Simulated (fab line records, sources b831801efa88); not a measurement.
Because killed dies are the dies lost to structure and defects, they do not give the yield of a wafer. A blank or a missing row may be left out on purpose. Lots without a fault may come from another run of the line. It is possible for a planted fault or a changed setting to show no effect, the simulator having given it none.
fab line records	flow sfqLine
record lots=5	wafers=23
route steps=325 shown I5@230 C5@241 M6@256 I6@270 M7@286 M8@313
startH: hours from the record's opening day to when the first of the lot's shown wafers began	waitH: time in hours since the lot's previous step	" as in the row above	L1.1+2: one row covering several wafers at once	- no value, or no start given	* or withheld: withheld	< > ~ a bound
route shown NAME@n: a module of which the file shows steps, and the number in the route of the first	usual: the fault-free wafers' mean and standard deviation	same: alike in all rows	chamber/n: place in a boat	sites: each site's reading	_std_site: the values' standard deviation	_edge_site: mean of outer sites minus mean of inner sites	radiusMm: for every site, how far away it sits from the centre of the wafer	mask NAME#n: copy n	behind: the tool/chamber that last shaped the wafer	hold: what put the lot on hold/how long, in hours/how the hold closed	device: whichever transistor did not switch (one of n, p or np)	end of line: the tests these same wafers got at the end of their route	step lacking rows: just its recipe	killed: count of dies lost to structure and defects at first sort (not the wafer's yield)	map: shows each die of a wafer: x if killed, . if not, _ if none is there
set.NAME: the setting as run; set.NAME@STEP: as run at that earlier step	model.NAME: the simulator's own value behind a step, which no gauge read
lots where settings were altered on purpose, with a table for each step and a row for each wafer
## steps
# step SFQ_TRILAYER_I5_LITHO_COAT_144
# recipe resist=KrF	spinRpm=3000	resistThkNm=650
lot.wafer	tool	chamber	startH	waitH	set.spinRpm	model.KrF_of_TRILAYER_I5_LITHO_COAT_144.thkNm
L074.1	lithoTrack-02	0	1488.62	0.2	3000	650.2
L074.2	"	0	"	"	3118	636.2
L074.3	"	0	"	"	3000	652.6
L074.5	"	0	"	"	3000	649.7
L074.6	"	0	"	"	3118	636.3
L078.1	lithoTrack-01	0	1631.84	0.2	3000	650.5
L078.3	"	0	"	"	3000	651.9
L078.4	"	0	"	"	3000	651.2
L078.5	"	0	"	"	3000	650.9
L078.6	"	0	"	"	3000	649.6
L079.1	lithoTrack-04	0	1635.58	0.2	3000	650.2
L079.2	"	0	"	"	3000	650
L079.4	"	0	"	"	3000	648.8
L082.1	lithoTrack-02	0	1650.13	0.2	2888	662.1
L082.2	"	0	"	"	3000	649.3
L082.3	"	0	"	"	3000	649.8
L082.5	"	0	"	"	2888	662.4
L082.6	"	0	"	"	3000	649.4
L083.1	lithoTrack-02	0	1651.09	0.2	2870	666.9
L083.2	"	0	"	"	3000	652.4
L083.4	"	0	"	"	2870	665.1
L083.5	"	0	"	"	2870	665.2
L083.6	"	0	"	"	3000	650.7
# step SFQ_TRILAYER_I5_LITHO_SOFTBAKE_148
# recipe tempC=withheld	timeS=withheld	resist=KrF
# step SFQ_TRILAYER_I5_LITHO_EXPOSE_145
# recipe maskId=I5	na=0.6	sourceShape=conventional	sigmaOuter=0.65	targetCdNm=700	doseMj=21.3
# step SFQ_TRILAYER_I5_LITHO_DEVELOP_146
# recipe timeS=60	resist=KrF
# step SFQ_TRILAYER_I5_BARC_OPEN_VIA_ETCH_200
# recipe maskMaterial=PR	chemistry=O2	targetDepthNm=125	target=BARC	sourceW=500	biasW=80	pressureMtorr=30	timeS=41.7
lot.wafer	tool	chamber	startH	waitH	set.spinRpm@TRILAYER_I5_LITHO_COAT_144	model.KrF_of_TRILAYER_I5_LITHO_COAT_144.thkNm
L074.1	rieDiel-03	0	1490.73	0.0	3000	573.3
L074.2	"	1	"	"	3118	559.3
L074.3	"	3	"	"	3000	575.5
L074.5	"	0	"	"	3000	573.1
L074.6	"	3	"	"	3118	558.6
L078.1	rieDiel-01	3	1730.00	0.0	3000	573
L078.3	"	0	"	"	3000	574.2
L078.4	"	1	"	"	3000	572.7
L078.5	"	2	"	"	3000	572.5
L078.6	"	3	"	"	3000	572
L079.1	rieDiel-04	3	1740.80	0.0	3000	572.1
L079.2	"	0	"	"	3000	573.6
L079.4	"	2	"	"	3000	570.3
L082.1	rieDiel-03	1	1748.00	0.0	2888	586.5
L082.2	"	0	"	"	3000	573.2
L082.3	"	2	"	"	3000	572.8
L082.5	"	0	"	"	2888	586.1
L082.6	"	1	"	"	3000	573.6
L083.1	rieDiel-04	1	1749.20	0.0	2870	589.9
L083.2	"	2	"	"	3000	573.9
L083.4	"	0	"	"	2870	589
L083.5	"	1	"	"	2870	588.4
L083.6	"	0	"	"	3000	574.7
# step SFQ_TRILAYER_C5_LITHO_COAT_151
# recipe resist=KrF	spinRpm=3000	resistThkNm=650
lot.wafer	tool	chamber	startH	waitH	set.spinRpm	model.KrF_of_TRILAYER_C5_LITHO_COAT_151.thkNm
L074.1	lithoTrack-04	0	1492.00	0.2	3000	652.8
L074.2	"	0	"	"	3000	651
L074.3	"	0	"	"	3000	650.6
L074.5	"	0	"	"	3000	652.4
L074.6	"	0	"	"	3000	651.2
L078.1	lithoTrack-04	0	1731.26	0.2	3000	647.7
L078.3	"	0	"	"	3208	627.4
L078.4	"	0	"	"	3208	625.2
L078.5	"	0	"	"	3208	626.1
L078.6	"	0	"	"	3000	648.1
L079.1	lithoTrack-01	0	1742.08	0.2	3000	651
L079.2	"	0	"	"	3000	652.4
L079.4	"	0	"	"	3000	651.2
L082.1	lithoTrack-04	0	1749.46	0.2	3000	650.8
L082.2	"	0	"	"	3000	651.4
L082.3	"	0	"	"	3000	649.7
L082.5	"	0	"	"	3000	650.5
L082.6	"	0	"	"	3000	650
L083.1	lithoTrack-04	0	1750.46	0.2	2798	673
L083.2	"	0	"	"	2798	673.4
L083.4	"	0	"	"	3000	648.3
L083.5+6	"	0	"	"	3000	650.9
# step SFQ_TRILAYER_C5_BARC_OPEN_VIA_ETCH_210
# recipe maskMaterial=PR	chemistry=O2	targetDepthNm=125	target=BARC	sourceW=500	biasW=80	pressureMtorr=30	timeS=41.7
lot.wafer	tool	chamber	startH	waitH	set.sourceW	set.spinRpm@TRILAYER_C5_LITHO_COAT_151	model.KrF_of_TRILAYER_C5_LITHO_COAT_151.thkNm
L074.1	rieDiel-02	1	1622.22	0.0	500	3000	581.9
L074.2	"	2	"	"	500	3000	578.8
L074.3	"	0	"	"	460.3	3000	579.1
L074.5	"	0	"	"	460.3	3000	581.3
L074.6	"	2	"	"	460.3	3000	582.2
L078.1	rieDiel-02	1	1758.62	0.0	558.7	3000	570.1
L078.3	"	0	"	"	558.7	3208	548.4
L078.4	"	3	"	"	500	3208	552.1
L078.5	"	3	"	"	500	3208	553.1
L078.6	"	0	"	"	558.7	3000	568.8
L079.1	rieDiel-02	0	1763.48	0.0	500	3000	577
L079.2	"	1	"	"	500	3000	579.6
L079.4	"	2	"	"	500	3000	579
L082.1	rieDiel-04	2	1768.28	0.0	555.9	3000	572.9
L082.2	"	0	"	"	555.9	3000	575.3
L082.3	"	3	"	"	555.9	3000	571.3
L082.5	"	3	"	"	500	3000	577
L082.6	"	0	"	"	500	3000	578.5
L083.1	rieDiel-02	1	1769.48	0.0	500	2798	599.8
L083.2	"	0	"	"	500	2798	599.1
L083.4	"	3	"	"	500	3000	574.5
L083.5	"	2	"	"	500	3000	578.9
L083.6	"	1	"	"	500	3000	577.9
# step SFQ_TRILAYER_M6_LITHO_COAT_159
# recipe resist=KrF	spinRpm=3000	resistThkNm=600
lot.wafer	tool	chamber	startH	waitH	set.resistThkNm	model.KrF_of_TRILAYER_M6_LITHO_COAT_159.thkNm
L074.1	lithoTrack-03	0	1623.70	0.2	624.3	624.5
L074.2	"	0	"	"	600	600.1
L074.3	"	0	"	"	600	598.5
L074.5	"	0	"	"	600	602
L074.6	"	0	"	"	624.3	624
L078.1	lithoTrack-03	0	1760.10	0.2	600	599
L078.3	"	0	"	"	600	601.5
L078.4	"	0	"	"	600	598.6
L078.5	"	0	"	"	600	599.2
L078.6	"	0	"	"	600	599.8
L079.1	lithoTrack-04	0	1765.16	0.2	600	602.3
L079.2+4	"	0	"	"	600	601.5
L082.1	lithoTrack-02	0	1769.74	0.2	584	581.4
L082.2	"	0	"	"	584	583.5
L082.3	"	0	"	"	600	598.8
L082.5	"	0	"	"	600	599.7
L082.6	"	0	"	"	584	584.4
L083.1	lithoTrack-02	0	1770.94	0.2	600	601
L083.2	"	0	"	"	587.9	589.2
L083.4	"	0	"	"	600	599.7
L083.5	"	0	"	"	587.9	589.4
L083.6	"	0	"	"	600	600
# step SFQ_TRILAYER_M6_LITHO_SOFTBAKE_163
# recipe tempC=withheld	timeS=withheld	resist=KrF
# step SFQ_TRILAYER_M6_LITHO_EXPOSE_160
# recipe maskId=M6	na=0.6	sourceShape=conventional	sigmaOuter=0.65	targetCdNm=500	doseMj=14.4
# step SFQ_TRILAYER_M6_LITHO_DEVELOP_161
# recipe timeS=60	resist=KrF
# step SFQ_TRILAYER_M6_BARC_OPEN_METAL_ETCH_206
# recipe maskMaterial=PR	chemistry=O2	targetDepthNm=125	target=BARC	icpW=600	biasW=80	pressureMtorr=10	timeS=41.7
lot.wafer	tool	chamber	startH	waitH	set.resistThkNm@TRILAYER_M6_LITHO_COAT_159	model.KrF_of_TRILAYER_M6_LITHO_COAT_159.thkNm
L074.1	rieMetal-03	1	1627.77	0.0	624.3	546.4
L074.2	"	0	"	"	600	523.4
L074.3	"	1	"	"	600	520.7
L074.5	"	0	"	"	600	525
L074.6	"	1	"	"	624.3	546.2
L078.1	rieMetal-04	1	1869.23	0.0	600	520.4
L078.3	"	1	"	"	600	523.6
L078.4	"	0	"	"	600	522
L078.5	"	0	"	"	600	522.7
L078.6	"	1	"	"	600	521.8
L079.1	rieMetal-02	1	1874.03	0.0	600	524.3
L079.2	"	0	"	"	600	522.3
L079.4	"	1	"	"	600	523
L082.1	rieMetal-03	1	1878.83	0.0	584	503.3
L082.2	"	1	"	"	584	505
L082.3	"	1	"	"	600	520.3
L082.5	"	1	"	"	600	521.1
L082.6	"	1	"	"	584	506.1
L083.1	rieMetal-04	0	1880.03	0.0	600	524.1
L083.2	"	1	"	"	587.9	511
L083.4	"	1	"	"	600	521.4
L083.5	"	1	"	"	587.9	511.4
L083.6	"	0	"	"	600	523
# step SFQ_TRILAYER_I6_VIA_LITHO_COAT_174
# recipe resist=BARC	spinRpm=3000	resistThkNm=62
lot.wafer	tool	chamber	startH	waitH	set.resistThkNm	model.BARC_of_TRILAYER_I6_VIA_LITHO_COAT_174.thkNm
L074.1	lithoTrack-03	0	1634.78	1.0	62	61.96
L074.2	"	0	"	"	58.85	58.82
L074.3	"	0	"	"	62	61.95
L074.5	"	0	"	"	58.85	59.1
L074.6	"	0	"	"	62	62.1
L078.1	lithoTrack-02	0	1874.59	1.0	62	61.97
L078.3	"	0	"	"	62	62.14
L078.4	"	0	"	"	62	62.09
L078.5	"	0	"	"	62	62.1
L078.6	"	0	"	"	62	62.03
L079.1	lithoTrack-02	0	1879.39	1.0	62	62.13
L079.2	"	0	"	"	62	62.01
L079.4	"	0	"	"	62	61.99
L082.1+5	lithoTrack-01	0	1884.97	1.0	58.31	58.4
L082.2	"	0	"	"	62	61.95
L082.3	"	0	"	"	62	62.11
L082.6	"	0	"	"	58.31	58.35
L083.1	lithoTrack-02	0	1885.99	1.0	64.9	64.93
L083.2	"	0	"	"	62	62.02
L083.4	"	0	"	"	62	61.98
L083.5	"	0	"	"	64.9	64.92
L083.6	"	0	"	"	62	62.03
# step SFQ_TRILAYER_I6_VIA_BARC_OPEN_VIA_ETCH_235
# recipe maskMaterial=PR	chemistry=O2	targetDepthNm=125	target=BARC	sourceW=500	biasW=80	pressureMtorr=30	timeS=41.7
# usual oesProductAu=0.685/0.0048
lot.wafer	tool	chamber	startH	waitH	set.biasW	set.resistThkNm@TRILAYER_I6_VIA_LITHO_COAT_174	oesProductAu	model.etch.depthNm
L074.1	rieDiel-03	0	1739.60	0.0	76.49	62	0.699	-
L074.2	"	1	"	"	76.49	58.85	0.665	58.82
L074.3	"	3	"	"	76.49	62	0.694	61.95
L074.5	"	0	"	"	80	58.85	0.677	-
L074.6	"	3	"	"	80	62	0.687	62.1
L078.1	rieDiel-01	3	1878.06	0.0	86.38	62	0.674	61.97
L078.3	"	1	"	"	80	62	0.686	62.14
L078.4	"	2	"	"	86.38	62	0.687	-
L078.5	"	0	"	"	80	62	0.687	-
L078.6	"	3	"	"	80	62	0.688	-
L079.1	rieDiel-02	3	1881.68	0.0	80	62	0.685	62.13
L079.2	"	0	"	"	80	62	0.688	62.01
L079.4	"	1	"	"	80	62	0.686	61.99
L082.1	rieDiel-02	3	1887.26	0.0	74.41	58.31	0.671	-
L082.2	"	2	"	"	74.41	62	0.691	-
L082.3	"	0	"	"	80	62	0.681	62.11
L082.5	"	3	"	"	80	58.31	0.670	58.4
L082.6	"	2	"	"	80	58.31	0.661	-
L083.1	rieDiel-03	0	1888.46	0.0	80	64.9	0.701	-
L083.2	"	2	"	"	80	62	0.675	62.02
L083.4	"	0	"	"	80	62	0.688	-
L083.5	"	1	"	"	80	64.9	0.699	64.92
L083.6	"	2	"	"	80	62	0.684	62.03
# step SFQ_TRILAYER_M7_LITHO_COAT_177
# recipe resist=KrF	spinRpm=3000	resistThkNm=600
lot.wafer	tool	chamber	startH	waitH	set.spinRpm	model.KrF_of_TRILAYER_M7_LITHO_COAT_177.thkNm
L074.1	lithoTrack-02	0	1741.14	0.2	2852	612.5
L074.2	"	0	"	"	3000	595.9
L074.3	"	0	"	"	2852	612.3
L074.5	"	0	"	"	3000	595.5
L074.6	"	0	"	"	3000	598.5
L078.1	lithoTrack-04	0	1879.76	0.2	3000	599.9
L078.3	"	0	"	"	3000	600.2
L078.4	"	0	"	"	3000	598.5
L078.5	"	0	"	"	3000	599.3
L078.6	"	0	"	"	3000	601.1
L079.1+4	lithoTrack-01	0	1883.39	0.2	3000	603.1
L079.2	"	0	"	"	3000	601.4
L082.1	lithoTrack-01	0	1888.82	0.2	3220	578.2
L082.2	"	0	"	"	3000	598
L082.3	"	0	"	"	3220	579.7
L082.5	"	0	"	"	3220	579.3
L082.6	"	0	"	"	3000	600.7
L083.1	lithoTrack-01	0	1889.99	0.2	3000	598.1
L083.2	"	0	"	"	3000	599.1
L083.4	"	0	"	"	3000	600.4
L083.5	"	0	"	"	3000	600.8
L083.6	"	0	"	"	3000	600
# step SFQ_TRILAYER_M8_LITHO_COAT_193
# recipe resist=KrF	spinRpm=3000	resistThkNm=600
lot.wafer	tool	chamber	startH	waitH	set.resistThkNm	model.KrF_of_TRILAYER_M8_LITHO_COAT_193.thkNm
L074.1	lithoTrack-03	0	-	-	600	597.5
L074.2	"	0	"	"	584.7	583.2
L074.3	"	0	"	"	600	600.9
L074.5	"	0	"	"	584.7	582.9
L074.6	"	0	"	"	600	598.6
L078.1	lithoTrack-03	0	-	-	600	597
L078.3	"	0	"	"	612.7	610.1
L078.4	"	0	"	"	612.7	611.6
L078.5	"	0	"	"	600	597.9
L078.6	"	0	"	"	612.7	611.8
L079.1	lithoTrack-03	0	-	-	600	598.4
L079.2	"	0	"	"	600	601.3
L079.4	"	0	"	"	600	599
L082.1	lithoTrack-03	0	-	-	600	599.4
L082.2	"	0	"	"	600	599.8
L082.3	"	0	"	"	619.3	618.4
L082.5	"	0	"	"	600	599.3
L082.6	"	0	"	"	619.3	618.2
L083.1	lithoTrack-02	0	-	-	600	597.6
L083.2	"	0	"	"	564.2	562.4
L083.4	"	0	"	"	564.2	562.5
L083.5	"	0	"	"	600	598.6
L083.6	"	0	"	"	564.2	563.4
# step SFQ_TRILAYER_M8_DEP_EVAP_197
# recipe material=Ti	angularSpreadDeg=1	targetThkNm=20	timeS=100	powerW=2000
lot.wafer	tool	chamber	startH	waitH	set.timeS	model.Ti_of_TRILAYER_M8_DEP_EVAP_197.thkNm
L074.1	pvdSputter-02	-	1983.58	0.0	85.71	17.13
L074.2	"	-	"	"	100	19.95
L074.3	"	-	"	"	85.71	17.32
L074.5	"	-	"	"	85.71	17.12
L074.6	"	-	"	"	100	20.15
L078.1	pvdSputter-02	-	2005.87	0.0	87.89	18.2
L078.3	"	-	"	"	100	20.73
L078.4	"	-	"	"	87.89	18.07
L078.5	"	-	"	"	100	20.59
L078.6	"	-	"	"	100	20.35
L079.1	pvdSputter-01	-	2033.02	0.0	100	20.5
L079.2+4	"	-	"	"	100	20.15
L082.1	pvdSputter-02	-	2173.53	0.0	100	20.14
L082.2	"	-	"	"	100	20.18
L082.3	"	-	"	"	87.75	17.89
L082.5	"	-	"	"	87.75	17.73
L082.6	"	-	"	"	87.75	17.86
L083.1	pvdSputter-01	-	2183.13	0.0	115	23.01
L083.2	"	-	"	"	100	19.35
L083.4	"	-	"	"	115	22.59
L083.5	"	-	"	"	100	19.64
L083.6	"	-	"	"	115	22.81
# step SFQ_TRILAYER_M8_DEP_EVAP_198
# recipe material=Pt	angularSpreadDeg=1	targetThkNm=50	timeS=250	powerW=2000
lot.wafer	tool	chamber	startH	waitH	set.timeS	model.Pt_of_TRILAYER_M8_DEP_EVAP_198.thkNm
L074.1	pvdSputter-02	-	1983.65	0.0	250	49.82
L074.2	"	-	"	"	215.6	43.9
L074.3	"	-	"	"	215.6	43.53
L074.5	"	-	"	"	215.6	43.62
L074.6	"	-	"	"	250	49.57
L078.1	pvdSputter-02	-	2005.94	0.0	273	53.8
L078.3	"	-	"	"	250	50.55
L078.4	"	-	"	"	273	54.54
L078.5	"	-	"	"	250	50.5
L078.6	"	-	"	"	273	55.17
L079.1	pvdSputter-01	-	2033.09	0.0	250	49.78
L079.2	"	-	"	"	250	49.28
L079.4	"	-	"	"	250	49.86
L082.1	pvdSputter-02	-	2173.60	0.0	250	49.81
L082.2	"	-	"	"	250	49.68
L082.3	"	-	"	"	250	49.18
L082.5	"	-	"	"	250	50.52
L082.6	"	-	"	"	250	49.33
L083.1	pvdSputter-01	-	2183.20	0.0	220	43.49
L083.2	"	-	"	"	220	42.65
L083.4	"	-	"	"	250	49.49
L083.5	"	-	"	"	250	49.21
L083.6	"	-	"	"	220	43.21
## key
split step=SFQ_TRILAYER_I5_LITHO_COAT_144	setting=spinRpm	stated=3000	by=wafer
response step=SFQ_TRILAYER_I5_LITHO_COAT_144	reading=model.KrF_of_TRILAYER_I5_LITHO_COAT_144.thkNm	change=-3.45	per=1%	r=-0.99
response step=SFQ_TRILAYER_I5_BARC_OPEN_VIA_ETCH_200	reading=model.KrF_of_TRILAYER_I5_LITHO_COAT_144.thkNm	change=-3.57	per=1%	r=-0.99
split step=SFQ_TRILAYER_C5_LITHO_COAT_151	setting=spinRpm	stated=3000	by=wafer
response step=SFQ_TRILAYER_C5_LITHO_COAT_151	reading=model.KrF_of_TRILAYER_C5_LITHO_COAT_151.thkNm	change=-3.28	per=1%	r=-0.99
response step=SFQ_TRILAYER_C5_BARC_OPEN_VIA_ETCH_210	reading=model.KrF_of_TRILAYER_C5_LITHO_COAT_151.thkNm	change=-2.97	per=1%	r=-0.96
split step=SFQ_TRILAYER_C5_BARC_OPEN_VIA_ETCH_210	setting=sourceW	stated=500	by=wafer
response none clear
split step=SFQ_TRILAYER_M6_LITHO_COAT_159	setting=resistThkNm	stated=600	by=wafer
response step=SFQ_TRILAYER_M6_LITHO_COAT_159	reading=model.KrF_of_TRILAYER_M6_LITHO_COAT_159.thkNm	change=+5.9	per=1%	r=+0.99
response step=SFQ_TRILAYER_M6_BARC_OPEN_METAL_ETCH_206	reading=model.KrF_of_TRILAYER_M6_LITHO_COAT_159.thkNm	change=+5.81	per=1%	r=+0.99
split step=SFQ_TRILAYER_I6_VIA_LITHO_COAT_174	setting=resistThkNm	stated=62	by=wafer
response step=SFQ_TRILAYER_I6_VIA_LITHO_COAT_174	reading=model.BARC_of_TRILAYER_I6_VIA_LITHO_COAT_174.thkNm	change=+0.611	per=1%	r=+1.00
response step=SFQ_TRILAYER_I6_VIA_BARC_OPEN_VIA_ETCH_235	reading=oesProductAu	change=+0.00368	per=1%	r=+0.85
response step=SFQ_TRILAYER_I6_VIA_BARC_OPEN_VIA_ETCH_235	reading=model.etch.depthNm	change=+0.625	per=1%	r=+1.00
split step=SFQ_TRILAYER_I6_VIA_BARC_OPEN_VIA_ETCH_235	setting=biasW	stated=80	by=wafer
response none clear
split step=SFQ_TRILAYER_M7_LITHO_COAT_177	setting=spinRpm	stated=3000	by=wafer
response step=SFQ_TRILAYER_M7_LITHO_COAT_177	reading=model.KrF_of_TRILAYER_M7_LITHO_COAT_177.thkNm	change=-2.9	per=1%	r=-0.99
split step=SFQ_TRILAYER_M8_LITHO_COAT_193	setting=resistThkNm	stated=600	by=wafer
response step=SFQ_TRILAYER_M8_LITHO_COAT_193	reading=model.KrF_of_TRILAYER_M8_LITHO_COAT_193.thkNm	change=+6	per=1%	r=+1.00
split step=SFQ_TRILAYER_M8_DEP_EVAP_197	setting=timeS	stated=100	by=wafer
response step=SFQ_TRILAYER_M8_DEP_EVAP_197	reading=model.Ti_of_TRILAYER_M8_DEP_EVAP_197.thkNm	change=+0.204	per=1%	r=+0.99
split step=SFQ_TRILAYER_M8_DEP_EVAP_198	setting=timeS	stated=250	by=wafer
response step=SFQ_TRILAYER_M8_DEP_EVAP_198	reading=model.Pt_of_TRILAYER_M8_DEP_EVAP_198.thkNm	change=+0.464	per=1%	r=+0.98
